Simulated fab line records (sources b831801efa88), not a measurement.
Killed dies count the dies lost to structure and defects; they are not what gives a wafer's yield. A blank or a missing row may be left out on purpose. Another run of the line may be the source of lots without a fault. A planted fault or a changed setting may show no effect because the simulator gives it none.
Split-lot trial + flow sfq line + 5 lots, 23 wafers read, on a route of 325 steps

== ABOUT THE SPLIT ==
At SFQ_TRILAYER_M5_LITHO_COAT_123 (resist thk 600 nm), the setting spin rpm was moved away from the recipe's 3000 rpm on 9 of the 23 wafers read, by -3.7% to +7.0%. The other wafers ran this setting at the recipe's value.

The reading comes from the split's own step.

== THE READING ==
KrF_of_TRILAYER_M5_LITHO_COAT_123.thk nm (the simulator's own value, which no gauge read), in nm, at SFQ_TRILAYER_M5_LITHO_COAT_123 (resist thk 600 nm). The file does not state a usual value for it. Average 599.9 nm, standard deviation 1.5 nm, over the 14 wafers here run with the recipe.

| wafer  | tool, chamber at the split | spin rpm as run, rpm | against the recipe | KrF_of_TRILAYER_M5_LITHO_COAT_123.thk nm, nm | against lot-mates on the recipe |
|--------|----------------------------|----------------------|--------------------|----------------------------------------------|---------------------------------|
| L074.3 | litho track-04, 0          | 3000                 | recipe             | 597.9                                        | -                               |
| L074.4 | litho track-04, 0          | 3000                 | recipe             | 600.1                                        | -                               |
| L074.5 | litho track-04, 0          | 3000                 | recipe             | 596.8                                        | -                               |
| L078.1 | litho track-03, 0          | 3000                 | recipe             | 598.8                                        | -                               |
| L078.2 | litho track-03, 0          | 2888                 | -3.7%              | 611.5                                        | +11.8                           |
| L078.4 | litho track-03, 0          | 2888                 | -3.7%              | 610.6                                        | +10.9                           |
| L078.5 | litho track-03, 0          | 2888                 | -3.7%              | 611.6                                        | +11.9                           |
| L078.6 | litho track-03, 0          | 3000                 | recipe             | 600.6                                        | -                               |
| L079.1 | litho track-04, 0          | 3000                 | recipe             | 598                                          | -                               |
| L079.2 | litho track-04, 0          | 3000                 | recipe             | 599.3                                        | -                               |
| L079.3 | litho track-04, 0          | 3000                 | recipe             | 599.7                                        | -                               |
| L079.4 | litho track-04, 0          | 3000                 | recipe             | 600.7                                        | -                               |
| L079.6 | litho track-04, 0          | 3000                 | recipe             | 600.4                                        | -                               |
| L083.1 | litho track-02, 0          | 3209                 | +7.0%              | 581.3                                        | -20.4                           |
| L083.2 | litho track-02, 0          | 3000                 | recipe             | 602.2                                        | -                               |
| L083.4 | litho track-02, 0          | 3000                 | recipe             | 601.2                                        | -                               |
| L083.5 | litho track-02, 0          | 3209                 | +7.0%              | 581.4                                        | -20.3                           |
| L083.6 | litho track-02, 0          | 3209                 | +7.0%              | 582.1                                        | -19.6                           |
| L084.1 | litho track-02, 0          | 3200                 | +6.7%              | 580.7                                        | -20.7                           |
| L084.5 | litho track-02, 0          | 3200                 | +6.7%              | 580.7                                        | -20.7                           |
| L084.2 | litho track-02, 0          | 3000                 | recipe             | 601.9                                        | -                               |
| L084.3 | litho track-02, 0          | 3200                 | +6.7%              | 581.4                                        | -20.0                           |
| L084.4 | litho track-02, 0          | 3000                 | recipe             | 600.9                                        | -                               |

THE FIT
A straight line over all 23 wafers: KrF_of_TRILAYER_M5_LITHO_COAT_123.thk nm changes by -2.79 nm for each +1% of spin rpm; r = -0.99; the points scatter about the line by 1.4 nm.
The same after taking each lot's own level away (the mean of its wafers on the recipe; 23 wafers): -3 nm for each +1%; r = -1.00; scatter 0.89 nm.
According to that fit, moving spin rpm by its largest amount changes the reading by 21 nm.
From 598.27 to 601.70 nm: that is the span of the lots' own levels, equal to 2.3 times the standard deviation above.
The two slopes agree, so the slope changes little with the lot-to-lot level.
Check: for one of the wafers moved furthest among these (+7.0%), held out of the fit, the line's prediction against its lot-mates is -20.9 nm. Against them it came out at -20.4 nm.

== OTHER SPLITS APPLIED TO THESE WAFERS ==
Before the reading, these wafers also passed through other splits. Each is held against what the fit with the lots' levels taken away leaves over:
| other split on the same wafers                   | wafers away from the commonest value | r with KrF_of_TRILAYER_M5_LITHO_COAT_123.thk nm (lot level and that fit taken away) |
|--------------------------------------------------|--------------------------------------|-------------------------------------------------------------------------------------|
| SFQ_TRILAYER_I3_VIA_LITHO_COAT_085 resist thk nm | 5                                    | +0.06                                                                               |
| SFQ_TRILAYER_I3_VIA_ETCH_VIA_ETCH_088 bias w     | 7                                    | +0.22                                                                               |
| SFQ_TRILAYER_M4_LITHO_EXPOSE_094 dose mj         | 7                                    | +0.01                                                                               |
| SFQ_TRILAYER_I4_VIA_LITHO_COAT_103 spin rpm      | 8                                    | -0.16                                                                               |
| SFQ_TRILAYER_JJ_TRILAYER_DEP_SPUTTER_112 power w | 8                                    | -0.13                                                                               |
| SFQ_TRILAYER_JJ_CE_LITHO_PEB_117 peb temp c      | 10                                   | -0.20                                                                               |

== THE FILE'S OWN FIT ==
KrF_of_TRILAYER_M5_LITHO_COAT_123.thk nm changes by -2.99 nm for each +1% of spin rpm, r = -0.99.
